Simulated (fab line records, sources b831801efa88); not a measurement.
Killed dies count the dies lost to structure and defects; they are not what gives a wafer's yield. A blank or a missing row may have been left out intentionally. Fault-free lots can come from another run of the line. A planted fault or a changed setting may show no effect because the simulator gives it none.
A struck lot beside a sound one	flow sky130	43 out of 708 route steps
Sound: wafers L333.2, L333.3, L333.4. Wafers struck: L329.1, L329.3, L329.5. Last of all comes the cause.
At each step with rows: each side's tool, then ch and its chambers, then its first start. Under that, the readings that differ: sound wafers	struck wafers	difference of the means	sigmas: that difference in standard deviations of wafers without a fault.
alike: readings with means less than 2 such deviations apart, plus words and numbers identical on both sides. not compared: withheld readings, readings lacking a value on some wafer, bounds such as >300 that could conceal the same value, and numbers that have no deviation in the record and whose values overlap.
The two part at a step that has a row with sigmas, a row that says differs or no value, or rows on one side only. Non-overlapping numbers with no deviation appear without sigmas and do not part them. A reading missing from all wafers of one side parts the sides only when that side holds two or more wafers.

SKY_POLY_CUT_ETCH_10: etches BARC in N2/H2, stops on SiO2, time 45.9 s, target depth 60 nm.
  sound on rie_diel-04 ch 0,1,2, day 27 01:46; struck on rie_diel-04 ch 2,3, day 25 18:18
  alike: drypump_motor_current_A, h2_flow_sccm, oes_product_au, throttle_valve_pct
  not compared: rf_hours_counter_h
SKY_POLY_CUT_ETCH_11: etches Si3N4 in CF4/CH2F2/Ar, stops on poly-Si, time 42.5 s, target depth 60 nm.
  sound on rie_diel-04 ch 0,1,2, day 27 01:48; struck on rie_diel-04 ch 2,3, day 25 18:20
  alike: cf4_flow_sccm, drypump_motor_current_A, oes_product_au, throttle_valve_pct
  not compared: rf_hours_counter_h
then, 8 steps without rows for these wafers: SKY_POLY_CUT_STRIP_12 (strips in O2/N2); SKY_SD_P_DEHYDRATE_00 (time 60 s); SKY_SD_P_HMDS_01 (prime time 60 s); SKY_SD_P_COAT_02 (resist thk 1140 nm); SKY_SD_P_SOFTBAKE_03 (time 60 s); SKY_SD_P_EXPOSE_04 (exposes mask PSDM, target cd 380 nm); SKY_SD_P_PEB_05; SKY_SD_P_DEVELOP_06 (develop time 60 s).
SKY_SD_P_CD_MEAS_07: the cd target is 380 nm.
  sound: cd_sem-02 at day 28 06:07; struck: cd_sem-01 at day 26 23:40
  alike: cd_nm
SKY_SD_P_OVL_MEAS_08:
  sound: overlay-02 at day 28 06:14; struck: overlay-01 at day 26 23:47
  alike: SD_P_OVL
SKY_SD_P_IMPLANT_09:
  sound on implanter-04 ch 0, day 28 06:17; struck on implanter-02 ch 0, day 26 23:49
reading	sound	struck	difference	sigmas
beam_energy_keV	19.991 19.999 19.998	20.250 20.255 20.258	+0.258	+44
model.implant.drp_nm (nm)	9.746 9.746 9.746	9.833 9.833 9.833	+0.087	
  alike: end_station_pressure_torr
SKY_SD_P_STRIP_10: strips in O2/N2.
  sound on plasma_asher-02 ch 0,1, day 28 06:25; struck on plasma_asher-02 ch 1, day 26 23:58
reading	sound	struck	difference	sigmas
strip_time_to_endpoint_s (s)	17.46 17.48 17.47	17.56 17.57 17.55	+0.09	+2
  alike: drypump_motor_current_A, oes_product_au
  not compared: rf_hours_counter_h
SKY_SD_P_TW_MEAS_11:
  sound: film_metro-04 at day 28 06:31; struck: film_metro-01 at day 27 00:04
  alike: SD_P_TW
then, 8 steps without rows for these wafers: SKY_RES_XHIGH_DEHYDRATE_00 (time 60 s); SKY_RES_XHIGH_HMDS_01 (prime time 60 s); SKY_RES_XHIGH_COAT_02 (resist thk 1140 nm); SKY_RES_XHIGH_SOFTBAKE_03 (time 60 s); SKY_RES_XHIGH_EXPOSE_04 (exposes mask URPM, target cd 1270 nm); SKY_RES_XHIGH_PEB_05; SKY_RES_XHIGH_DEVELOP_06 (develop time 60 s); SKY_RES_XHIGH_IMPLANT_07.
SKY_RES_XHIGH_STRIP_08: strips in O2/N2.
  sound on plasma_asher-04 ch 0,1, day 29 11:07; struck on plasma_asher-01 ch 0,1, day 28 04:25
reading	sound	struck	difference	sigmas
drypump_motor_current_A (A)	6.40 6.42 6.49	5.88 5.71 5.88	-0.61	-2
  alike: oes_product_au, strip_time_to_endpoint_s
  not compared: rf_hours_counter_h
SKY_RES_XHIGH_TW_MEAS_09:
  sound: film_metro-04 at day 29 11:14; struck: film_metro-01 at day 28 04:31
  alike: RES_XHIGH_TW
then, 7 steps without rows for these wafers: SKY_SD_N_DEHYDRATE_00 (time 60 s); SKY_SD_N_HMDS_01 (prime time 60 s); SKY_SD_N_COAT_02 (resist thk 1140 nm); SKY_SD_N_SOFTBAKE_03 (time 60 s); SKY_SD_N_EXPOSE_04 (exposes mask NSDM, target cd 380 nm); SKY_SD_N_PEB_05; SKY_SD_N_DEVELOP_06 (develop time 60 s).
SKY_SD_N_CD_MEAS_07: the cd target is 380 nm.
  sound: cd_sem-01 at day 30 15:20; struck: cd_sem-02 at day 29 08:00
  alike: cd_nm
SKY_SD_N_OVL_MEAS_08:
  sound: overlay-01 at day 30 15:26; struck: overlay-01 at day 29 08:07
  alike: SD_N_OVL
then, 2 steps without rows for these wafers: SKY_SD_N_IMPLANT_09; SKY_SD_N_IMPLANT_10.
SKY_SD_N_STRIP_11: strips in O2/N2.
  sound on plasma_asher-01 ch 0,1, day 30 15:46; struck on plasma_asher-02 ch 0,1, day 29 08:28
  alike: drypump_motor_current_A, oes_product_au, strip_time_to_endpoint_s
  not compared: rf_hours_counter_h
SKY_SD_N_TW_MEAS_12:
  sound: film_metro-01 at day 30 15:52; struck: film_metro-01 at day 29 08:34
  alike: SD_N_TW
then, 2 steps without rows for these wafers: SKY_SD_N_CLEAN_13 (cleans in SC1/SC2, time 150 s); SKY_SD_N_RTA_14 (time 2 s).
SKY_SD_N_RS_MEAS_16: a four-point-probe measurement.
  sound: film_metro-04 at day 30 16:10; struck: film_metro-04 at day 29 08:51
  alike: SD_N_RS
SKY_SD_N_RS_MEAS_17: a four-point-probe measurement.
  sound: film_metro-04 at day 30 16:17; struck: film_metro-04 at day 29 08:58
reading	sound	struck	difference	sigmas
SD_P_RS (ohm/sq)	146.4 147.1 146.4	145.7 145.7 145.7	-0.9	-3
-- record jumps: 17 days separate the struck wafers' starts on either side; left off in module SD_N, taken up again in module PAD_OPEN, whose first shown step is the route's number 708 --
SKY_PAD_OPEN_PROBE_99:
  sound: prober-02 at day 47 18:32; struck: prober-02 at day 46 20:52
  alike: killed_at_M0_to_M3, killed_at_M4_up, killed_at_contacts, killed_at_front_end, killed_at_other, killed_dies, killed_open, killed_short

## WHERE THEY PART
Last at SKY_SD_N_RS_MEAS_17 as far as this record goes, first at SKY_SD_P_IMPLANT_09. Later steps at which nothing parts them and some readings are alike: SKY_PAD_OPEN_PROBE_99.

WHY: the cause the simulator had injected
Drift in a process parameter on implanter-02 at SKY_SD_P_IMPLANT_09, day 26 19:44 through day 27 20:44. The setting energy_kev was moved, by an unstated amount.
